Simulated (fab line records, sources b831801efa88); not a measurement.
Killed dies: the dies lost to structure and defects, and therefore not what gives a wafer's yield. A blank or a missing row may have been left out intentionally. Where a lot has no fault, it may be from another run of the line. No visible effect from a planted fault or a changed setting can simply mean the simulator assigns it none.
A lot that was struck, set against a sound lot :: flow sky130 :: 37 steps out of a route of 708
Sound: these wafers, L127.2, L127.3, L127.4. Struck: wafers L137.2, L137.4, L137.5. The cause comes at the end.
Order at every step that has rows: each side's tool, ch and its chambers, its first start. Under that, the readings that differ: sound wafers :: struck wafers :: difference of the means :: sigmas: that difference in standard deviations of wafers without a fault.
alike: a reading whose means differ by less than 2 such deviations, as well as words and numbers matching on both sides. not compared: withheld readings; readings where some wafer has no value; bounds like >300 that might hide an equal value; numbers whose values overlap and for which the record gives no deviation.
A row with sigmas, a row that says differs or no value, or rows on one side alone: a step with any of these is where the two part. Non-overlapping numbers with no deviation appear without sigmas and do not part them. Lack of a reading on every wafer of one side parts them only where that side has two or more wafers.

first, 10 steps without rows for these wafers: SKY_LDD_LDN_SOFTBAKE_03 (time 60 s); SKY_LDD_LDN_EXPOSE_04 (exposes mask LDNTM, target cd 700 nm); SKY_LDD_LDN_PEB_05; SKY_LDD_LDN_DEVELOP_06 (develop time 60 s); SKY_LDD_LDN_IMPLANT_08; SKY_LDD_LDN_IMPLANT_09; SKY_LDD_LDN_IMPLANT_10; SKY_LDD_LDN_IMPLANT_11; SKY_LDD_LDN_STRIP_12 (strips in O2/N2); SKY_LDD_LDN_CLEAN_14 (cleans in SC1/SC2, time 150 s).
SKY_SPACER_CVD_00: deposits Si3N4 from DCS/NH3, target thk 43.1 nm, time 740 s.
  sound on lpcvd-02 ch 0, day 24 20:50; struck on lpcvd-02 ch 0, day 28 08:26
reading: pressure mtorr (mTorr)
sound: 249.2 249.4 249.0
struck: 125.5 125.0 126.0
difference: -123.7
sigmas: -99 or more

reading: model.Si3N4_of_SPACER_CVD_00.thk nm (nm)
sound: 42.97 43 42.81
struck: 34.84 34.39 34.76
difference: -8.26
sigmas: 
  alike: zone power centre pct
SKY_SPACER_THK_MEAS_01:
  sound: film metro-04 at day 24 22:03; struck: film metro-04 at day 28 10:15
reading: SPACER_CVD_00_THK (nm)
sound: 43.0 43.0 42.8
struck: 34.8 34.5 34.8
difference: -8.2
sigmas: -19
SKY_SPACER_ETCHBACK_02: etches Si3N4 in CH3F/O2, stops on SiO2, time 46.7 s, target depth 45 nm.
  sound on rie diel-03 ch 0,1,3, day 24 22:06; struck on rie diel-04 ch 1,2, day 28 10:18
reading: oes product au (a.u.)
sound: 0.854 0.856 0.852
struck: 0.768 0.756 0.762
difference: -0.092
sigmas: -14

reading: model.etch.depth nm (nm)
sound: 42.97 43 42.81
struck: 34.84 34.39 34.76
difference: -8.26
sigmas: 
  alike: O2_flow_sccm, drypump motor current A, throttle valve pct
  not compared: rf hours counter h
then, 22 steps without rows for these wafers: SKY_POLY_CUT_DEHYDRATE_00 (time 60 s); SKY_POLY_CUT_HMDS_01 (prime time 60 s); SKY_POLY_CUT_COAT_02 (resist thk 60 nm); SKY_POLY_CUT_COAT_03 (resist thk 450 nm); SKY_POLY_CUT_SOFTBAKE_04 (time 90 s); SKY_POLY_CUT_EXPOSE_05 (exposes mask NPCM, target cd 270 nm); SKY_POLY_CUT_PEB_06; SKY_POLY_CUT_DEVELOP_07 (develop time 60 s); SKY_POLY_CUT_ETCH_10 (etches BARC in N2/H2, stops on SiO2, time 45.9 s, target depth 60 nm); SKY_POLY_CUT_ETCH_11 (etches Si3N4 in CF4/CH2F2/Ar, stops on poly-Si, time 42.5 s, target depth 60 nm); SKY_POLY_CUT_STRIP_12 (strips in O2/N2); SKY_SD_P_DEHYDRATE_00 (time 60 s); SKY_SD_P_HMDS_01 (prime time 60 s); SKY_SD_P_COAT_02 (resist thk 1140 nm); SKY_SD_P_SOFTBAKE_03 (time 60 s); SKY_SD_P_EXPOSE_04 (exposes mask PSDM, target cd 380 nm); SKY_SD_P_PEB_05; SKY_SD_P_DEVELOP_06 (develop time 60 s); SKY_SD_P_IMPLANT_09; SKY_SD_P_STRIP_10 (strips in O2/N2); SKY_RES_XHIGH_DEHYDRATE_00 (time 60 s); SKY_RES_XHIGH_HMDS_01 (prime time 60 s).
-- the record jumps here: 5 days lie between the struck wafers' starts before and after (it left off in module RES_XHIGH and takes up again in module SALICIDE, whose first step shown is number 361 of the route) --
SKY_SALICIDE_CLEAN_00: cleans in HF-last, time 30 s.
  sound on wet bench-02 ch 3, day 29 16:38; struck on wet bench-03 ch 0, day 32 23:20
reading: model.Si3N4_of_SPACER_CVD_00.thk nm (nm)
sound: 41.99 42.02 41.83
struck: 33.84 33.39 33.76
difference: -8.28
sigmas: 
-- the record jumps here: 16 days lie between the struck wafers' starts before and after (it left off in module SALICIDE and takes up again in module PAD_OPEN, whose first step shown is number 708 of the route) --
SKY_PAD_OPEN_PROBE_99:
  sound: prober-02 at day 46 22:11; struck: prober-02 at day 49 04:30
reading: model.etest.pfet_01v8.r on ohm um
sound: 2786 2930 2852
struck: 2695 2612 2626
difference: -212
sigmas: 

reading: model.etest.nfet g5v0d10v5.r on ohm um
sound: 1860 1866 1875
struck: 1849 1812 1827
difference: -38
sigmas: 

reading: model.etest.sonos uncharged.r on ohm um
sound: 784.4 809 797.8
struck: 763.5 751.8 775.5
difference: -33.5
sigmas: 

reading: model.etest.pfet_01v8.drive ua um
sound: 200.6 190.7 194
struck: 208 216.2 215
difference: +18
sigmas: 

reading: model.etest.pfet_01v8_hvt.drive ua um
sound: 150.3 141.8 144.9
struck: 154.7 160.9 162.1
difference: +13.6
sigmas: 

reading: model.etest.pfet_01v8_mvt.drive ua um
sound: 154.4 150.2 153.2
struck: 155.7 158.6 160.7
difference: +5.7
sigmas: 
  alike: killed_at_M0_to_M3, killed_at_M4_up, killed at contacts, killed at front end, killed at other, killed dies, killed open, killed short
  not compared: model.etest.nfet_01v8_lvt.drive ua um, model.etest.sram pfet latch.drive ua um

## WHERE THEY PART
Earliest at SKY_SPACER_CVD_00; latest, in this record, at SKY_SPACER_ETCHBACK_02. Later steps at which nothing parts them and some readings are alike: SKY_PAD_OPEN_PROBE_99.

WHY: whatever the simulator had introduced
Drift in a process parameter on lpcvd-02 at SKY_SPACER_CVD_00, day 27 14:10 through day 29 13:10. From 250, the setting pressure mtorr moved by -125. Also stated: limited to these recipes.
